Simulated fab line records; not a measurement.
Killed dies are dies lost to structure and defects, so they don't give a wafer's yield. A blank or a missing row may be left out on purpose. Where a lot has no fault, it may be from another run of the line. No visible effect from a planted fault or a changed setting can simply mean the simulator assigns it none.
Comparing a struck lot with a sound one / flow sky130 / 35 steps out of a route of 708
Sound: the wafers L468.1, L468.3, L468.6. Wafers L466.1, L466.3, L466.6 were the ones struck. Last of all comes the cause.
At each step with rows: each side's tool, then ch and its chambers, then its first start. Under that, the readings that differ: sound wafers / struck wafers / difference of the means / sigmas: that difference in standard deviations of wafers without a fault.
alike: readings with means less than 2 such deviations apart, plus words and numbers identical on both sides. not compared: withheld readings, readings lacking a value on some wafer, bounds such as >300 that could conceal the same value, and numbers that have no deviation in the record and whose values overlap.
The two part at a step that has a row with sigmas, a row that says differs or no value, or rows on one side only. Non-overlapping numbers with no deviation appear without sigmas and do not part them. A reading that every wafer of one side lacks parts them only if that side has two wafers or more.

SKY_SD_P_CD_MEAS_07: the cd target is 380 nm.
  struck on cd-sem-02, day 29 19:28; sound on cd-sem-02, day 30 08:13
  alike: cd-nm
SKY_SD_P_OVL_MEAS_08:
  struck on overlay-01, day 29 19:35; sound on overlay-01, day 30 08:20
  alike: SD_P_OVL
next, for these wafers, 1 step has no rows: SKY_SD_P_IMPLANT_09.
SKY_SD_P_STRIP_10: strips in O2/N2.
  sound on plasma-asher-04 ch 0, day 30 08:31; struck on plasma-asher-02 ch 1, day 29 19:46
reading=strip-time-to-endpoint-s (s); sound=17.40 17.46 17.45; struck=17.57 17.58 17.56; difference=+0.13; sigmas=+3
  alike: drypump-motor-current-A, o2-flow-sccm, oes-product-au
  not compared: rf-hours-counter-h
SKY_SD_P_TW_MEAS_11:
  struck on film-metro-03, day 29 19:52; sound on film-metro-01, day 30 08:37
  alike: SD_P_TW
then, 7 steps without rows for these wafers: SKY_RES_XHIGH_DEHYDRATE_00 (time 60 s); SKY_RES_XHIGH_HMDS_01 (prime time 60 s); SKY_RES_XHIGH_COAT_02 (resist thk 1140 nm); SKY_RES_XHIGH_SOFTBAKE_03 (time 60 s); SKY_RES_XHIGH_EXPOSE_04 (exposes mask URPM, target cd 1270 nm); SKY_RES_XHIGH_PEB_05; SKY_RES_XHIGH_DEVELOP_06 (develop time 60 s).
SKY_RES_XHIGH_IMPLANT_07:
  sound on implanter-03 ch 0, day 31 11:43; struck on implanter-02 ch 0, day 30 23:09
reading=beam-on-s (s); sound=41.0 40.9 41.6; struck=32.0 32.1 31.5; difference=-9.3; sigmas=-4
reading=faraday-current-uA; sound=493 496 487; struck=632 630 642; difference=+143; sigmas=+5
  alike: beam-energy-keV
SKY_RES_XHIGH_STRIP_08: strips in O2/N2.
  sound on plasma-asher-04 ch 0,1, day 31 11:52; struck on plasma-asher-03 ch 0,1, day 30 23:18
reading=strip-time-to-endpoint-s (s); sound=14.27 14.26 14.27; struck=14.17 14.17 14.13; difference=-0.11; sigmas=-2
  alike: drypump-motor-current-A, o2-flow-sccm, oes-product-au
  not compared: rf-hours-counter-h
SKY_RES_XHIGH_TW_MEAS_09:
  struck on film-metro-01, day 30 23:24; sound on film-metro-02, day 31 11:58
reading=RES_XHIGH_TW; sound=1654 1645 1645; struck=1509 1530 1526; difference=-126; sigmas=-8
then, 7 steps without rows for these wafers: SKY_SD_N_DEHYDRATE_00 (time 60 s); SKY_SD_N_HMDS_01 (prime time 60 s); SKY_SD_N_COAT_02 (resist thk 1140 nm); SKY_SD_N_SOFTBAKE_03 (time 60 s); SKY_SD_N_EXPOSE_04 (exposes mask NSDM, target cd 380 nm); SKY_SD_N_PEB_05; SKY_SD_N_DEVELOP_06 (develop time 60 s).
SKY_SD_N_CD_MEAS_07: the cd target is 380 nm.
  struck on cd-sem-01, day 32 01:31; sound on cd-sem-02, day 32 13:28
  alike: cd-nm
SKY_SD_N_OVL_MEAS_08:
  struck on overlay-02, day 32 01:38; sound on overlay-01, day 32 13:35
  alike: SD_N_OVL
then, 2 steps without rows for these wafers: SKY_SD_N_IMPLANT_09; SKY_SD_N_IMPLANT_10.
SKY_SD_N_STRIP_11: strips in O2/N2.
  sound on plasma-asher-02 ch 0, day 32 13:55; struck on plasma-asher-03 ch 0,1, day 32 01:58
reading=drypump-motor-current-A (A); sound=6.5 6.6 6.6; struck=5.6 5.9 5.9; difference=-0.8; sigmas=-2
reading=o2-flow-sccm (sccm); sound=3010 2982 2984; struck=3021 3009 3014; difference=+23; sigmas=+3
  alike: oes-product-au, strip-time-to-endpoint-s
  not compared: rf-hours-counter-h
SKY_SD_N_TW_MEAS_12:
  struck on film-metro-01, day 32 02:04; sound on film-metro-02, day 32 14:01
  alike: SD_N_TW
then, 1 step without rows for these wafers: SKY_SD_N_CLEAN_13 (cleans in SC1/SC2, time 150 s).
SKY_SD_N_RTA_14: time 2 s.
  sound on rtp-anneal-01 ch 0, day 32 14:08; struck on rtp-anneal-01 ch 0, day 32 02:10
  alike: chamber-o2-ppm, lamp-power-pct, ramp-down-c-per-s, wafer_temp_C_max
SKY_SD_N_RS_MEAS_16: measures by four-point-probe.
  struck on film-metro-03, day 32 02:21; sound on film-metro-01, day 32 14:18
  alike: SD_N_RS
SKY_SD_N_RS_MEAS_17: measures by four-point-probe.
  struck on film-metro-03, day 32 02:28; sound on film-metro-01, day 32 14:25
  alike: SD_P_RS
SKY_SD_N_RS_MEAS_18: measures by four-point-probe.
  struck on film-metro-03, day 32 02:35; sound on film-metro-01, day 32 14:32
reading=RES_XHIGH_RS (ohm/sq); sound=333.5 333.5 333.2; struck=395.5 393.2 392.8; difference=+60.4; sigmas=+55
then, 1 step without rows for these wafers: SKY_SALICIDE_CLEAN_00 (cleans in HF-last, time 30 s).
-- the record jumps here: 17 days lie between the struck wafers' starts before and after (it left off in module SALICIDE and takes up again in module PAD_OPEN, whose first step shown is number 708 of the route) --
SKY_PAD_OPEN_PROBE_99:
  struck on prober-01, day 48 16:26; sound on prober-01, day 49 03:50
reading=model.etest.res-xhigh-po.line-ohm-um; sound=5513 5703 5780; struck=9429 9519 9067; difference=+3673; sigmas=
reading=model.etest.res-xhigh-po.rs-ohm-sq; sound=1954 2010 1997; struck=3308 3315 3231; difference=+1298; sigmas=
reading=model.etest.res-xhigh-po.rs-ohm-sq-range; sound=84.88 79.11 87.85; struck=234.4 185.4 163.9; difference=+110.6; sigmas=
  alike: killed_at_M0_to_M3, killed_at_M4_up, killed-at-contacts, killed-at-front-end, killed-at-other, killed-dies, killed-open, killed-short

== WHERE THEY PART ==
Last at SKY_SD_N_RS_MEAS_18 as far as this record goes, first at SKY_SD_P_STRIP_10. Later steps at which nothing parts them and some readings are alike: SKY_PAD_OPEN_PROBE_99.

WHY: what had been put in by the simulator
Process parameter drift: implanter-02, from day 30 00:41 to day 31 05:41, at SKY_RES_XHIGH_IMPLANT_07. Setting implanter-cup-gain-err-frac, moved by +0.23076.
